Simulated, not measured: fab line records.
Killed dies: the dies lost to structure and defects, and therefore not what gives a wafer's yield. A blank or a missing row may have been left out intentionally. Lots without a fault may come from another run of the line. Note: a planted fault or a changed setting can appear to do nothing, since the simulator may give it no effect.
fab line records || flow sky130
record {"lots": 6, "wafers": 18, "last_day": 50}
route steps=708 shown GATE_OXIDE@197 POLY_GATE@204 RES_PROTECT@206 PAD_OPEN@708
lots that met no fault: taken from a fault-free run of the same line
start_h: hours from the record's opening day to when the first of the lot's shown wafers began || wait_h: time in hours since the lot's previous step || " unchanged from the row above || L1.1+2: one row covering several wafers at once || - no value present, or no start provided || * or withheld: withheld || < > ~ a bound
route shown NAME@n: NAME is a module with steps in the file, n the number in the route of the first one || usual: average and standard deviation across the fault-free wafers || same: alike in all rows || chamber/n: place in a boat || sites: per-site readings || _std_site: their standard deviation || _edge_site: mean of outer sites minus mean of inner sites || radius_mm: for every site, how far away it sits from the centre of the wafer || mask NAME#n: copy n || behind: the tool/chamber that last shaped the wafer || hold: the reason the lot was held/the length of the hold in hours/how it ended || device: the n, p or np transistor that did not switch || end of line: the tests these same wafers got at the end of their route || step lacking rows: just its recipe || killed: at the first sort, the dies lost to defects and structure; wafer yield is something else || map: shows each die of a wafer: x if killed, . if not, _ if none is there
set.NAME: the setting that was run; set.NAME@STEP: the one run at that earlier step || model.NAME: the simulator's own value behind a step, which no gauge read
lots at some steps of the route; a table a step, a row a wafer
services: from which hour (start_h, from the record's first day; less than 0 if before it) a tool's chamber was out of use, for how many hours, and why
## steps
# step SKY_GATE_OXIDE_OVL_MEAS_10
# usual {"GATE_OXIDE_OVL": "0.7/1.5"}
{"lot.wafer": "L571.1", "tool": "overlay-01", "chamber": "-", "start_h": 376.65, "wait_h": 0.1, "GATE_OXIDE_OVL[nm]": -0.3}
{"lot.wafer": "L571.4", "tool": "overlay-01", "chamber": "-", "start_h": 376.65, "wait_h": 0.1, "GATE_OXIDE_OVL[nm]": 1.9}
{"lot.wafer": "L571.6", "tool": "overlay-01", "chamber": "-", "start_h": 376.65, "wait_h": 0.1, "GATE_OXIDE_OVL[nm]": 1.0}
{"lot.wafer": "L575.3", "tool": "overlay-01", "chamber": "-", "start_h": 412.55, "wait_h": 0.1, "GATE_OXIDE_OVL[nm]": 2.9}
{"lot.wafer": "L575.4", "tool": "overlay-01", "chamber": "-", "start_h": 412.55, "wait_h": 0.1, "GATE_OXIDE_OVL[nm]": 2.4}
{"lot.wafer": "L575.5", "tool": "overlay-01", "chamber": "-", "start_h": 412.55, "wait_h": 0.1, "GATE_OXIDE_OVL[nm]": 3.7}
{"lot.wafer": "L576.2", "tool": "overlay-01", "chamber": "-", "start_h": 423.24, "wait_h": 0.1, "GATE_OXIDE_OVL[nm]": 0.9}
{"lot.wafer": "L576.3", "tool": "overlay-01", "chamber": "-", "start_h": 423.24, "wait_h": 0.1, "GATE_OXIDE_OVL[nm]": -0.5}
{"lot.wafer": "L576.4", "tool": "overlay-01", "chamber": "-", "start_h": 423.24, "wait_h": 0.1, "GATE_OXIDE_OVL[nm]": 2.0}
{"lot.wafer": "L577.1", "tool": "overlay-02", "chamber": "-", "start_h": 424.45, "wait_h": 0.1, "GATE_OXIDE_OVL[nm]": -0.3}
{"lot.wafer": "L577.4", "tool": "overlay-02", "chamber": "-", "start_h": 424.45, "wait_h": 0.1, "GATE_OXIDE_OVL[nm]": -1.5}
{"lot.wafer": "L577.6", "tool": "overlay-02", "chamber": "-", "start_h": 424.45, "wait_h": 0.1, "GATE_OXIDE_OVL[nm]": 0.3}
{"lot.wafer": "L585.2", "tool": "overlay-01", "chamber": "-", "start_h": 491.51, "wait_h": 0.1, "GATE_OXIDE_OVL[nm]": -0.2}
{"lot.wafer": "L585.5", "tool": "overlay-01", "chamber": "-", "start_h": 491.51, "wait_h": 0.1, "GATE_OXIDE_OVL[nm]": -0.5}
{"lot.wafer": "L585.6", "tool": "overlay-01", "chamber": "-", "start_h": 491.51, "wait_h": 0.1, "GATE_OXIDE_OVL[nm]": -0.1}
{"lot.wafer": "L586.2", "tool": "overlay-02", "chamber": "-", "start_h": 504.09, "wait_h": 0.1, "GATE_OXIDE_OVL[nm]": 2.6}
{"lot.wafer": "L586.4", "tool": "overlay-02", "chamber": "-", "start_h": 504.09, "wait_h": 0.1, "GATE_OXIDE_OVL[nm]": 3.8}
{"lot.wafer": "L586.6", "tool": "overlay-02", "chamber": "-", "start_h": 504.09, "wait_h": 0.1, "GATE_OXIDE_OVL[nm]": 4.6}
# step SKY_GATE_OXIDE_IMPLANT_11
# recipe {"species": "B", "energy_kev": 10, "dose_cm2": 2.6e+12, "tilt_deg": "withheld"}
# step SKY_GATE_OXIDE_WET_ETCH_12
# recipe {"chemistry": "dHF", "target_depth_nm": 16.8, "dry": "n2_spin", "target": "SiO2", "dilution": "100:1", "temp_c": 25, "time_s": 336}
# step SKY_GATE_OXIDE_STRIP_13
# recipe {"chemistry": "O2/N2", "power_w": 1400, "pressure_mtorr": 1500, "platen_temp_c": "withheld", "o2_flow_sccm": 3000, "n2_flow_sccm": 300, "overash_fraction": 0.5}
# usual {"drypump_motor_current_A": "5.7/0.55", "oes_product_au": "0.716/0.0039", "strip_time_to_endpoint_s": "14.18/0.037"}
{"lot.wafer": "L571.1", "tool": "plasma_asher-04", "chamber": 0, "start_h": 376.95, "wait_h": 0.0, "drypump_motor_current_A": 6.0, "oes_product_au": 0.715, "rf_hours_counter_h": 71, "strip_time_to_endpoint_s": 14.16}
{"lot.wafer": "L571.4", "tool": "plasma_asher-04", "chamber": 1, "start_h": 376.95, "wait_h": 0.0, "drypump_motor_current_A": 4.8, "oes_product_au": 0.714, "rf_hours_counter_h": "-", "strip_time_to_endpoint_s": 14.17}
{"lot.wafer": "L571.6", "tool": "plasma_asher-04", "chamber": 0, "start_h": 376.95, "wait_h": 0.0, "drypump_motor_current_A": 6.0, "oes_product_au": 0.717, "rf_hours_counter_h": "-", "strip_time_to_endpoint_s": 14.19}
{"lot.wafer": "L575.3", "tool": "plasma_asher-01", "chamber": 0, "start_h": 412.86, "wait_h": 0.0, "drypump_motor_current_A": 6.5, "oes_product_au": 0.708, "rf_hours_counter_h": "-", "strip_time_to_endpoint_s": 14.15}
{"lot.wafer": "L575.4", "tool": "plasma_asher-01", "chamber": 1, "start_h": 412.86, "wait_h": 0.0, "drypump_motor_current_A": 6.1, "oes_product_au": 0.724, "rf_hours_counter_h": "-", "strip_time_to_endpoint_s": 14.21}
{"lot.wafer": "L575.5", "tool": "plasma_asher-01", "chamber": 0, "start_h": 412.86, "wait_h": 0.0, "drypump_motor_current_A": 6.5, "oes_product_au": 0.716, "rf_hours_counter_h": "-", "strip_time_to_endpoint_s": 14.21}
{"lot.wafer": "L576.2", "tool": "plasma_asher-02", "chamber": 1, "start_h": 423.52, "wait_h": 0.0, "drypump_motor_current_A": 5.3, "oes_product_au": 0.713, "rf_hours_counter_h": 32, "strip_time_to_endpoint_s": 14.20}
{"lot.wafer": "L576.3", "tool": "plasma_asher-02", "chamber": 1, "start_h": 423.52, "wait_h": 0.0, "drypump_motor_current_A": 5.3, "oes_product_au": 0.717, "rf_hours_counter_h": "-", "strip_time_to_endpoint_s": 14.19}
{"lot.wafer": "L576.4", "tool": "plasma_asher-02", "chamber": 0, "start_h": 423.52, "wait_h": 0.0, "drypump_motor_current_A": 5.7, "oes_product_au": 0.717, "rf_hours_counter_h": "-", "strip_time_to_endpoint_s": 14.19}
{"lot.wafer": "L577.1", "tool": "plasma_asher-04", "chamber": 0, "start_h": 424.75, "wait_h": 0.0, "drypump_motor_current_A": 6.0, "oes_product_au": 0.719, "rf_hours_counter_h": 75, "strip_time_to_endpoint_s": 14.19}
{"lot.wafer": "L577.4", "tool": "plasma_asher-04", "chamber": 1, "start_h": 424.75, "wait_h": 0.0, "drypump_motor_current_A": 4.9, "oes_product_au": 0.713, "rf_hours_counter_h": "-", "strip_time_to_endpoint_s": 14.14}
{"lot.wafer": "L577.6", "tool": "plasma_asher-04", "chamber": 1, "start_h": 424.75, "wait_h": 0.0, "drypump_motor_current_A": 4.9, "oes_product_au": 0.717, "rf_hours_counter_h": "-", "strip_time_to_endpoint_s": 14.19}
{"lot.wafer": "L585.2", "tool": "plasma_asher-04", "chamber": 1, "start_h": 491.80, "wait_h": 0.0, "drypump_motor_current_A": 4.9, "oes_product_au": 0.720, "rf_hours_counter_h": 82, "strip_time_to_endpoint_s": 14.19}
{"lot.wafer": "L585.5", "tool": "plasma_asher-04", "chamber": 1, "start_h": 491.80, "wait_h": 0.0, "drypump_motor_current_A": 4.9, "oes_product_au": 0.716, "rf_hours_counter_h": "-", "strip_time_to_endpoint_s": 14.08}
{"lot.wafer": "L585.6", "tool": "plasma_asher-04", "chamber": 0, "start_h": 491.80, "wait_h": 0.0, "drypump_motor_current_A": 6.0, "oes_product_au": 0.719, "rf_hours_counter_h": "-", "strip_time_to_endpoint_s": 14.18}
{"lot.wafer": "L586.2", "tool": "plasma_asher-01", "chamber": 1, "start_h": 504.39, "wait_h": 0.0, "drypump_motor_current_A": 6.1, "oes_product_au": 0.717, "rf_hours_counter_h": 7, "strip_time_to_endpoint_s": 14.15}
{"lot.wafer": "L586.4", "tool": "plasma_asher-01", "chamber": 1, "start_h": 504.39, "wait_h": 0.0, "drypump_motor_current_A": 6.1, "oes_product_au": 0.717, "rf_hours_counter_h": "-", "strip_time_to_endpoint_s": 14.19}
{"lot.wafer": "L586.6", "tool": "plasma_asher-01", "chamber": 1, "start_h": 504.39, "wait_h": 0.0, "drypump_motor_current_A": 6.1, "oes_product_au": 0.717, "rf_hours_counter_h": "-", "strip_time_to_endpoint_s": 14.18}
# step SKY_GATE_OXIDE_TW_MEAS_14
# usual {"GATE_OXIDE_TW": "223.0/1.5"}
{"lot.wafer": "L571.1", "tool": "film_metro-04", "chamber": "-", "start_h": 377.05, "wait_h": 0.1, "GATE_OXIDE_TW": 221.8}
{"lot.wafer": "L571.4", "tool": "film_metro-04", "chamber": "-", "start_h": 377.05, "wait_h": 0.1, "GATE_OXIDE_TW": 221.9}
{"lot.wafer": "L571.6", "tool": "film_metro-04", "chamber": "-", "start_h": 377.05, "wait_h": 0.1, "GATE_OXIDE_TW": 221.5}
{"lot.wafer": "L575.3", "tool": "film_metro-02", "chamber": "-", "start_h": 412.94, "wait_h": 0.1, "GATE_OXIDE_TW": 224.4}
{"lot.wafer": "L575.4", "tool": "film_metro-02", "chamber": "-", "start_h": 412.94, "wait_h": 0.1, "GATE_OXIDE_TW": 225.2}
{"lot.wafer": "L575.5", "tool": "film_metro-02", "chamber": "-", "start_h": 412.94, "wait_h": 0.1, "GATE_OXIDE_TW": 224.6}
{"lot.wafer": "L576.2", "tool": "film_metro-03", "chamber": "-", "start_h": 423.63, "wait_h": 0.1, "GATE_OXIDE_TW": 223.0}
{"lot.wafer": "L576.3", "tool": "film_metro-03", "chamber": "-", "start_h": 423.63, "wait_h": 0.1, "GATE_OXIDE_TW": 223.0}
{"lot.wafer": "L576.4", "tool": "film_metro-03", "chamber": "-", "start_h": 423.63, "wait_h": 0.1, "GATE_OXIDE_TW": 222.5}
{"lot.wafer": "L577.1", "tool": "film_metro-04", "chamber": "-", "start_h": 424.85, "wait_h": 0.1, "GATE_OXIDE_TW": 219.8}
{"lot.wafer": "L577.4", "tool": "film_metro-04", "chamber": "-", "start_h": 424.85, "wait_h": 0.1, "GATE_OXIDE_TW": 219.8}
{"lot.wafer": "L577.6", "tool": "film_metro-04", "chamber": "-", "start_h": 424.85, "wait_h": 0.1, "GATE_OXIDE_TW": 220.6}
{"lot.wafer": "L585.2", "tool": "film_metro-02", "chamber": "-", "start_h": 491.91, "wait_h": 0.1, "GATE_OXIDE_TW": 225.3}
{"lot.wafer": "L585.5", "tool": "film_metro-02", "chamber": "-", "start_h": 491.91, "wait_h": 0.1, "GATE_OXIDE_TW": 225.4}
{"lot.wafer": "L585.6", "tool": "film_metro-02", "chamber": "-", "start_h": 491.91, "wait_h": 0.1, "GATE_OXIDE_TW": 223.3}
{"lot.wafer": "L586.2", "tool": "film_metro-04", "chamber": "-", "start_h": 504.50, "wait_h": 0.1, "GATE_OXIDE_TW": 222.7}
{"lot.wafer": "L586.4", "tool": "film_metro-04", "chamber": "-", "start_h": 504.50, "wait_h": 0.1, "GATE_OXIDE_TW": 223.4}
{"lot.wafer": "L586.6", "tool": "film_metro-04", "chamber": "-", "start_h": 504.50, "wait_h": 0.1, "GATE_OXIDE_TW": 224.5}
# step SKY_GATE_OXIDE_CLEAN_15
# recipe {"chemistry": "SC1/SC2", "mix": "1:4:20", "temp_c": 70, "time_s": 150, "dry": "n2_spin"}
# step SKY_GATE_OXIDE_OXIDATION_16
# recipe {"temp_c": 800, "ambient": "O2", "idle_temp_c": 700, "ramp_up_c_per_min": 10, "ramp_down_c_per_min": 3, "stabilise_s": 600, "purge_s": 300, "target_thk_a": 35.7, "ox_time_s": 1915}
# step SKY_POLY_GATE_CVD_00
# recipe {"material": "poly-Si", "target_thk_nm": 180, "temp_c": 620, "time_s": 720, "pressure_mtorr": 191.2}
# step SKY_POLY_GATE_THK_MEAS_01
# recipe {"reads": "poly-Si_of_POLY_GATE_CVD_00"}
# usual {"POLY_GATE_CVD_00_THK": "175.8/1.7"}
{"lot.wafer": "L571.1", "tool": "film_metro-02", "chamber": "-", "start_h": 379.89, "wait_h": 0.0, "POLY_GATE_CVD_00_THK[nm]": 178.6}
{"lot.wafer": "L571.4", "tool": "film_metro-02", "chamber": "-", "start_h": 379.89, "wait_h": 0.0, "POLY_GATE_CVD_00_THK[nm]": 177.3}
{"lot.wafer": "L571.6", "tool": "film_metro-02", "chamber": "-", "start_h": 379.89, "wait_h": 0.0, "POLY_GATE_CVD_00_THK[nm]": 177.7}
{"lot.wafer": "L575.3", "tool": "film_metro-02", "chamber": "-", "start_h": 416.39, "wait_h": 0.0, "POLY_GATE_CVD_00_THK[nm]": 174.6}
{"lot.wafer": "L575.4", "tool": "film_metro-02", "chamber": "-", "start_h": 416.39, "wait_h": 0.0, "POLY_GATE_CVD_00_THK[nm]": 173.4}
{"lot.wafer": "L575.5", "tool": "film_metro-02", "chamber": "-", "start_h": 416.39, "wait_h": 0.0, "POLY_GATE_CVD_00_THK[nm]": 173.9}
{"lot.wafer": "L576.2", "tool": "film_metro-02", "chamber": "-", "start_h": 427.38, "wait_h": 0.0, "POLY_GATE_CVD_00_THK[nm]": 175.4}
{"lot.wafer": "L576.3", "tool": "film_metro-02", "chamber": "-", "start_h": 427.38, "wait_h": 0.0, "POLY_GATE_CVD_00_THK[nm]": 174.5}
{"lot.wafer": "L576.4", "tool": "film_metro-02", "chamber": "-", "start_h": 427.38, "wait_h": 0.0, "POLY_GATE_CVD_00_THK[nm]": 173.7}
{"lot.wafer": "L577.1", "tool": "film_metro-03", "chamber": "-", "start_h": 430.03, "wait_h": 0.0, "POLY_GATE_CVD_00_THK[nm]": 175.2}
{"lot.wafer": "L577.4", "tool": "film_metro-03", "chamber": "-", "start_h": 430.03, "wait_h": 0.0, "POLY_GATE_CVD_00_THK[nm]": 175.0}
{"lot.wafer": "L577.6", "tool": "film_metro-03", "chamber": "-", "start_h": 430.03, "wait_h": 0.0, "POLY_GATE_CVD_00_THK[nm]": 176.0}
{"lot.wafer": "L585.2", "tool": "film_metro-01", "chamber": "-", "start_h": 494.75, "wait_h": 0.0, "POLY_GATE_CVD_00_THK[nm]": 174.7}
{"lot.wafer": "L585.5", "tool": "film_metro-01", "chamber": "-", "start_h": 494.75, "wait_h": 0.0, "POLY_GATE_CVD_00_THK[nm]": 173.2}
{"lot.wafer": "L585.6", "tool": "film_metro-01", "chamber": "-", "start_h": 494.75, "wait_h": 0.0, "POLY_GATE_CVD_00_THK[nm]": 175.0}
{"lot.wafer": "L586.2", "tool": "film_metro-02", "chamber": "-", "start_h": 507.39, "wait_h": 0.0, "POLY_GATE_CVD_00_THK[nm]": 176.6}
{"lot.wafer": "L586.4", "tool": "film_metro-02", "chamber": "-", "start_h": 507.39, "wait_h": 0.0, "POLY_GATE_CVD_00_THK[nm]": 174.4}
{"lot.wafer": "L586.6", "tool": "film_metro-02", "chamber": "-", "start_h": 507.39, "wait_h": 0.0, "POLY_GATE_CVD_00_THK[nm]": 176.7}
# step SKY_RES_PROTECT_DEHYDRATE_00
# recipe {"temp_c": 200, "time_s": 60}
# step SKY_RES_PROTECT_HMDS_01
# recipe {"prime_time_s": 60, "prime_temp_c": 120}
# step SKY_RES_PROTECT_COAT_02
# recipe {"resist": "NOVOLAK", "spin_rpm": 3000, "resist_thk_nm": 1140}
# step SKY_RES_PROTECT_SOFTBAKE_03
# recipe {"temp_c": 90, "time_s": 60, "resist": "NOVOLAK"}
# usual {"run_length_s": "89.33/0.26"}
{"lot.wafer": "L571.1", "tool": "litho_track-03", "chamber": 0, "start_h": 393.35, "wait_h": 0.1, "run_length_s": 89.28}
{"lot.wafer": "L571.4", "tool": "litho_track-03", "chamber": 0, "start_h": 393.35, "wait_h": 0.1, "run_length_s": 89.09}
{"lot.wafer": "L571.6", "tool": "litho_track-03", "chamber": 0, "start_h": 393.35, "wait_h": 0.1, "run_length_s": 89.11}
{"lot.wafer": "L575.3", "tool": "litho_track-04", "chamber": 0, "start_h": 431.86, "wait_h": 0.1, "run_length_s": 92.63}
{"lot.wafer": "L575.4", "tool": "litho_track-04", "chamber": 0, "start_h": 431.86, "wait_h": 0.1, "run_length_s": 92.65}
{"lot.wafer": "L575.5", "tool": "litho_track-04", "chamber": 0, "start_h": 431.86, "wait_h": 0.1, "run_length_s": 93.01}
{"lot.wafer": "L576.2", "tool": "litho_track-04", "chamber": 0, "start_h": 442.48, "wait_h": 0.1, "run_length_s": 92.87}
{"lot.wafer": "L576.3", "tool": "litho_track-04", "chamber": 0, "start_h": 442.48, "wait_h": 0.1, "run_length_s": 92.82}
{"lot.wafer": "L576.4", "tool": "litho_track-04", "chamber": 0, "start_h": 442.48, "wait_h": 0.1, "run_length_s": 92.80}
{"lot.wafer": "L577.1", "tool": "litho_track-01", "chamber": 0, "start_h": 445.47, "wait_h": 0.1, "run_length_s": 88.83}
{"lot.wafer": "L577.4", "tool": "litho_track-01", "chamber": 0, "start_h": 445.47, "wait_h": 0.1, "run_length_s": 88.95}
{"lot.wafer": "L577.6", "tool": "litho_track-01", "chamber": 0, "start_h": 445.47, "wait_h": 0.1, "run_length_s": 88.96}
{"lot.wafer": "L585.2", "tool": "litho_track-01", "chamber": 0, "start_h": 510.35, "wait_h": 0.1, "run_length_s": 88.91}
{"lot.wafer": "L585.5", "tool": "litho_track-01", "chamber": 0, "start_h": 510.35, "wait_h": 0.1, "run_length_s": 88.90}
{"lot.wafer": "L585.6", "tool": "litho_track-01", "chamber": 0, "start_h": 510.35, "wait_h": 0.1, "run_length_s": 88.86}
{"lot.wafer": "L586.2", "tool": "litho_track-04", "chamber": 0, "start_h": 522.13, "wait_h": 0.1, "run_length_s": 89.36}
{"lot.wafer": "L586.4", "tool": "litho_track-04", "chamber": 0, "start_h": 522.13, "wait_h": 0.1, "run_length_s": 89.59}
{"lot.wafer": "L586.6", "tool": "litho_track-04", "chamber": 0, "start_h": 522.13, "wait_h": 0.1, "run_length_s": 89.39}
# step SKY_RES_PROTECT_EXPOSE_04
# recipe {"mask_id": "RPM", "na": 0.6, "source_shape": "conventional", "sigma_outer": 0.6, "polarization": "unpolarized", "target_cd_nm": 1270, "dose_mj": 131}
# step SKY_PAD_OPEN_PROBE_99
# usual {"killed_at_M0_to_M3": "44/6.8", "killed_at_M4_up": "3.1/1.9", "killed_at_contacts": "25/5.9", "killed_at_front_end": "15/4.3", "killed_at_other": "0.2/0.51", "killed_dies": "87/11", "killed_open": "47/7.9", "killed_short": "39/6.4"}
# same {"gross_dies": 492, "killed_at_back_side": 0}
{"lot.wafer": "L575.3", "tool": "prober-01", "chamber": "-", "start_h": 1145.14, "wait_h": 0.2, "killed_at_M0_to_M3": 35, "killed_at_M4_up": 3, "killed_at_contacts": 24, "killed_at_front_end": 11, "killed_at_other": 1, "killed_dies": 74, "killed_open": 41, "killed_short": 33}
{"lot.wafer": "L575.4", "tool": "prober-01", "chamber": "-", "start_h": 1145.19, "wait_h": 0.2, "killed_at_M0_to_M3": 35, "killed_at_M4_up": 4, "killed_at_contacts": 26, "killed_at_front_end": 11, "killed_at_other": 0, "killed_dies": 76, "killed_open": 41, "killed_short": 35}
{"lot.wafer": "L575.5", "tool": "prober-01", "chamber": "-", "start_h": 1145.24, "wait_h": 0.2, "killed_at_M0_to_M3": 33, "killed_at_M4_up": 2, "killed_at_contacts": 19, "killed_at_front_end": 15, "killed_at_other": 0, "killed_dies": 69, "killed_open": 39, "killed_short": 30}
{"lot.wafer": "L585.2", "tool": "prober-01", "chamber": "-", "start_h": 1196.53, "wait_h": 0.1, "killed_at_M0_to_M3": 39, "killed_at_M4_up": 5, "killed_at_contacts": 16, "killed_at_front_end": 10, "killed_at_other": 0, "killed_dies": 70, "killed_open": 39, "killed_short": 31}
{"lot.wafer": "L585.5", "tool": "prober-01", "chamber": "-", "start_h": 1196.68, "wait_h": 0.2, "killed_at_M0_to_M3": 40, "killed_at_M4_up": 4, "killed_at_contacts": 21, "killed_at_front_end": 15, "killed_at_other": 1, "killed_dies": 81, "killed_open": 41, "killed_short": 40}
{"lot.wafer": "L585.6", "tool": "prober-01", "chamber": "-", "start_h": 1196.73, "wait_h": 0.2, "killed_at_M0_to_M3": 46, "killed_at_M4_up": 2, "killed_at_contacts": 21, "killed_at_front_end": 13, "killed_at_other": 0, "killed_dies": 82, "killed_open": 44, "killed_short": 38}
{"lot.wafer": "L586.2", "tool": "prober-02", "chamber": "-", "start_h": 1200.59, "wait_h": 0.1, "killed_at_M0_to_M3": 32, "killed_at_M4_up": 3, "killed_at_contacts": 23, "killed_at_front_end": 11, "killed_at_other": 0, "killed_dies": 69, "killed_open": 31, "killed_short": 38}
{"lot.wafer": "L586.4", "tool": "prober-02", "chamber": "-", "start_h": 1200.69, "wait_h": 0.2, "killed_at_M0_to_M3": 44, "killed_at_M4_up": 5, "killed_at_contacts": 26, "killed_at_front_end": 13, "killed_at_other": 0, "killed_dies": 88, "killed_open": 45, "killed_short": 43}
{"lot.wafer": "L586.6", "tool": "prober-02", "chamber": "-", "start_h": 1200.79, "wait_h": 0.2, "killed_at_M0_to_M3": 38, "killed_at_M4_up": 3, "killed_at_contacts": 25, "killed_at_front_end": 15, "killed_at_other": 0, "killed_dies": 81, "killed_open": 39, "killed_short": 42}
# killed by level:class
L575.3 CONTACT:geometric_particle:open=8 LI_CONTACT:geometric_particle:open=7 VIA1:geometric_particle:open=7 VIA2:geometric_particle:open=5 POLY_GATE:geometric_particle:open=4 CONTACT:geometric_particle:short=4 METAL1:geometric_particle:short=4 VIA3:geometric_particle:short=4
L575.4 VIA1:geometric_particle:short=13 CONTACT:geometric_particle:open=12 VIA1:geometric_particle:open=11 LI_CONTACT:geometric_particle:open=5 LOCAL_INTERCONNECT:geometric_particle:short=5 POLY_GATE:geometric_particle:open=3 METAL4:geometric_particle:short=3 FIELD_ISO:geometric_particle:open=2
L575.5 VIA2:geometric_particle:open=9 LI_CONTACT:geometric_particle:open=7 VIA1:geometric_particle:open=6 VIA3:geometric_particle:open=6 POLY_GATE:geometric_particle:short=5 CONTACT:geometric_particle:open=4 VIA2:geometric_particle:short=4 LI_CONTACT:geometric_particle:short=3
L585.2 VIA1:geometric_particle:open=12 VIA3:geometric_particle:open=8 CONTACT:geometric_particle:short=6 LI_CONTACT:geometric_particle:open=4 CONTACT:geometric_particle:open=4 METAL1:geometric_particle:short=4 METAL4:geometric_particle:short=4 FIELD_ISO:geometric_particle:short=3
L585.5 CONTACT:geometric_particle:short=7 CONTACT:geometric_particle:open=7 METAL1:geometric_particle:short=6 VIA2:geometric_particle:open=6 VIA3:geometric_particle:open=6 FIELD_ISO:geometric_particle:open=5 POLY_GATE:geometric_particle:open=5 VIA3:geometric_particle:short=5
L585.6 VIA3:geometric_particle:open=9 CONTACT:geometric_particle:open=8 VIA2:geometric_particle:open=8 VIA1:geometric_particle:open=8 FIELD_ISO:geometric_particle:short=7 METAL2:geometric_particle:short=6 CONTACT:geometric_particle:short=5 LI_CONTACT:geometric_particle:open=5
L586.2 LI_CONTACT:geometric_particle:open=7 CONTACT:geometric_particle:open=6 VIA1:geometric_particle:open=6 VIA1:geometric_particle:short=5 LI_CONTACT:geometric_particle:short=4 VIA3:geometric_particle:open=4 METAL2:geometric_particle:short=4 VIA3:geometric_particle:short=4
L586.4 VIA1:geometric_particle:open=15 LI_CONTACT:geometric_particle:open=7 CONTACT:geometric_particle:short=6 VIA1:geometric_particle:short=5 VIA3:geometric_particle:open=5 METAL4:geometric_particle:short=5 LI_CONTACT:geometric_particle:short=4 CONTACT:geometric_particle:open=4
L586.6 VIA1:geometric_particle:open=9 POLY_GATE:geometric_particle:short=8 LI_CONTACT:geometric_particle:open=8 VIA3:geometric_particle:open=7 CONTACT:geometric_particle:open=6 METAL2:geometric_particle:short=5 VIA1:geometric_particle:short=5 FIELD_ISO:geometric_particle:open=4
## services
{"tool": "plasma_asher-04", "chamber": "-", "start_h": 384.56, "hours": 5.2, "kind": "pm"}
{"tool": "plasma_asher-01", "chamber": "-", "start_h": 421.25, "hours": 9.0, "kind": "pm"}
{"tool": "plasma_asher-01", "chamber": 0, "start_h": 421.25, "hours": 9.0, "kind": "vent_cycle"}
{"tool": "plasma_asher-01", "chamber": 1, "start_h": 421.25, "hours": 9.0, "kind": "vent_cycle"}
{"tool": "plasma_asher-02", "chamber": "-", "start_h": 425.99, "hours": 15.6, "kind": "repair"}
{"tool": "plasma_asher-01", "chamber": 0, "start_h": 430.25, "hours": "-", "kind": "clean"}
{"tool": "plasma_asher-01", "chamber": 1, "start_h": 430.25, "hours": "-", "kind": "clean"}
{"tool": "plasma_asher-04", "chamber": "-", "start_h": 433.49, "hours": 3.8, "kind": "repair"}
{"tool": "plasma_asher-01", "chamber": "-", "start_h": 462.33, "hours": 2.8, "kind": "pm"}
## key
first_sign {"step": "SKY_RES_PROTECT_SOFTBAKE_03", "reading": "run_length_s", "direction": "up", "sigmas": 13, "usual": "*", "struck": "*"}
effect none on later readings
met_at SKY_RES_PROTECT_SOFTBAKE_03
struck_wafers L575.3,L575.4,L575.5,L576.2,L576.3,L576.4
tester_left_out L575,L576
fault {"kind": "process_parameter_drift", "tool": "litho_track-04", "chamber": "-", "onset_h": 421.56, "steps": "SKY_RES_PROTECT_SOFTBAKE_03", "channel": "time_s", "offset": "*", "shape": "step", "end_h": 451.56, "acts_in": "*", "stated": "*"}
# tester_left_out: of these lots the tester's yield and bins aren't shown, on N5 and GAA mostly nor the transistor test; their killed dies are dies lost to structure and defects alone, not to doping, threshold or leakage, so they don't give the yield
